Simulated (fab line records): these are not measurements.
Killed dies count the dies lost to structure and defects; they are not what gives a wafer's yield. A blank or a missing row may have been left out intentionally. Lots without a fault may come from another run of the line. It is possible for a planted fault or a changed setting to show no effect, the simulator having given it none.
The same fault as seen by 2 desks | flow gf180mcu | each desk holds nothing but its own numbers, with what lay behind them at the end

## TOOL OWNER'S DESK, implanter-03
The tool's own readings at GF_NSD_IMPLANT_09, given as means over the sampled wafers that have a number, one for each lot that went through this tool. Marked OUT: a lot whose mean sits more than 4 standard deviations from the usual mean, which makes it out of limits; the brackets give that distance.
Columns: A = beam energy keV at GF_NSD_IMPLANT_09, usual 60.001; B = beam on s at GF_NSD_IMPLANT_09, usual 17.9 s; C = dose ions cm2 at GF_NSD_IMPLANT_09, usual 4e+15
lot  | first seen here | A      | B    | C
L621 | day 13 17:53    | 59.983 | 17.5 | 4e+15
L631 | day 17 07:25    | 59.984 | 17.6 | 4e+15
L632 | day 17 13:49    | 60.013 | 18.0 | 4e+15
L633 | day 18 06:49    | 59.989 | 17.8 | 4e+15
L638 | day 19 11:41    | 60.023 | 23.6 | 5e+15 (+99 or more) OUT
L639 | day 19 19:52    | 60.003 | 23.4 | 5e+15 (+99 or more) OUT
This desk's verdict: out of limits on L638, L639, starting with L638 at day 19 11:41 (dose ions cm2 at GF_NSD_IMPLANT_09). Within limits: L621, L631, L632, L633.

## FROM THE METROLOGY DESK
What the gauges read, lot by lot, whatever tool the lot ran on: means of the sampled wafers that have a number. Marked OUT: a lot whose mean sits more than 4 standard deviations from the usual mean, which makes it out of limits; the brackets give that distance.
Columns: A = HV_LDD_TW at GF_HV_LDD_TW_MEAS_11, usual 2413; B = cd nm at GF_HV_LDD_CD_MEAS_19, usual 400.4 nm; C = NSD_RS at GF_PSD_RS_MEAS_14, usual 46.16 ohm/sq
lot  | first seen here | A    | B     | C
L620 | day 10 00:53    | 2398 | 400.4 | 46.11
L621 | day 10 08:19    | 2398 | 398.1 | 46.23
L628 | day 12 10:38    | 2399 | 402.3 | 46.09
L630 | day 13 00:01    | 2429 | 398.7 | 46.10
L631 | day 13 11:05    | 2399 | 401.1 | 46.19
L632 | day 13 17:14    | 2398 | 397.9 | 46.21
L633 | day 14 07:05    | 2396 | 401.5 | 46.17
L637 | day 15 05:28    | 2427 | 400.1 | 46.06
L638 | day 15 11:07    | 2432 | 396.9 | 44.86 (-17) OUT
L639 | day 15 17:40    | 2404 | 396.2 | 44.83 (-17) OUT
L643 | day 17 06:44    | 2437 | 401.8 | 46.25
This desk finds L638, L639 out of limits, with the earliest case on L638 at day 20 12:55 (NSD_RS at GF_PSD_RS_MEAS_14). Within limits: L620, L621, L628, L630, L631, L632, L633, L637, L643.

## TAKEN TOGETHER
The tool owner's desk had the chance to raise an alarm at day 19 11:41 on L638, L639.
L638, L639 would have let the metrology desk raise an alarm at day 20 12:55.
On implanter-03, each named lot ran GF_NSD_IMPLANT_09.

## WHAT WAS PUT IN BY THE SIMULATOR
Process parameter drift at GF_NSD_IMPLANT_09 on implanter-03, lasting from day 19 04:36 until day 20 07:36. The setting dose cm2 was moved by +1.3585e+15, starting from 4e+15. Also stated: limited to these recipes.
Lots struck among those shown: L638, L639.
Time in hours from fault onset to the first out-of-limits reading at each desk: tool owner's desk 7, metrology desk 32.
